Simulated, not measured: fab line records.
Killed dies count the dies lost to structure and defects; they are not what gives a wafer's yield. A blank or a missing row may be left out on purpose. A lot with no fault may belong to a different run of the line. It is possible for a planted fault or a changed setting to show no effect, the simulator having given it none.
One fault through the eyes of 2 desks || flow sky130 || each desk holds nothing but its own numbers, with what lay behind them at the end

## DESK OF THE TOOL OWNER: rie-metal-02
The tool's own readings at SKY_METAL4_METAL_ETCH_18 (etches the open film in Cl2/BCl3, stops on SiO2, target depth 845 nm, time 183.1 s): means of the sampled wafers that have a number, for each lot that ran on this tool. The brackets show how far a lot's mean lies from the usual mean; more than 4 standard deviations puts the lot out of limits, marked OUT.
Columns: A = chamber-pressure-mTorr at SKY_METAL4_METAL_ETCH_18, usual 10.001 mTorr; B = drypump-motor-current-A at SKY_METAL4_METAL_ETCH_18, usual 5.6 A; C = mfc-cl2-sccm at SKY_METAL4_METAL_ETCH_18, usual 59.99 sccm; D = oes-product-au at SKY_METAL4_METAL_ETCH_18, usual 0.867 a.u.; E = throttle-valve-pct at SKY_METAL4_METAL_ETCH_18, usual 22.264 %
{"lot": "L410", "first seen here": "day 43 13:05", "A": 9.995, "B": 5.6, "C": 59.91, "D": 0.872, "E": 22.264}
{"lot": "L412", "first seen here": "day 44 03:26", "A": 10.004, "B": 6.0, "C": 59.94, "D": 0.865, "E": 22.263}
{"lot": "L422", "first seen here": "day 46 22:41", "A": "12.009 (+99 or more) OUT", "B": 5.1, "C": 60.08, "D": 0.860, "E": 22.263}
{"lot": "L423", "first seen here": "day 47 04:41", "A": "12.002 (+99 or more) OUT", "B": 5.1, "C": 59.72, "D": 0.868, "E": 22.255}
This desk's finding: out of limits on L422, L423; first on L422, day 46 22:41 (chamber-pressure-mTorr at SKY_METAL4_METAL_ETCH_18). Within limits: L410, L412.

## METROLOGY DESK
What the gauges read for every lot (on any tool): the sampled wafers with a number, averaged. The brackets show how far a lot's mean lies from the usual mean; more than 4 standard deviations puts the lot out of limits, marked OUT.
Columns: A = cd-nm at SKY_METAL4_CD_MEAS_13, usual 300.0 nm; B = METAL4_OVL at SKY_METAL4_OVL_MEAS_14, usual 0 nm
{"lot": "L408", "first seen here": "day 43 03:47", "A": 300.2, "B": -4}
{"lot": "L410", "first seen here": "day 43 12:47", "A": 300.7, "B": -2}
{"lot": "L412", "first seen here": "day 44 03:08", "A": 300.0, "B": 4}
{"lot": "L414", "first seen here": "day 45 01:01", "A": 298.4, "B": -2}
{"lot": "L422", "first seen here": "day 46 22:14", "A": 301.1, "B": 3}
{"lot": "L423", "first seen here": "day 47 04:21", "A": 299.4, "B": 1}
This desk's verdict: no lot among the 6 shows anything out of limits.

## PUT TOGETHER
On L422, L423, at day 46 22:41, an alarm was possible from the tool owner's desk.
Metrology desk: nothing out of limits seen.
The metrology desk holds a record of L422, L423, inside its limits.
The lots listed all ran SKY_METAL4_METAL_ETCH_18 on rie-metal-02.

## WHAT WAS PUT IN BY THE SIMULATOR
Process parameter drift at SKY_METAL4_METAL_ETCH_18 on rie-metal-02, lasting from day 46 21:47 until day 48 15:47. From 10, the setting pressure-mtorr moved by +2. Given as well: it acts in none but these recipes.
Lots struck among those shown: L422, L423.
Each desk's first reading out of limits, in hours after the fault started: the tool owner's desk, 1.
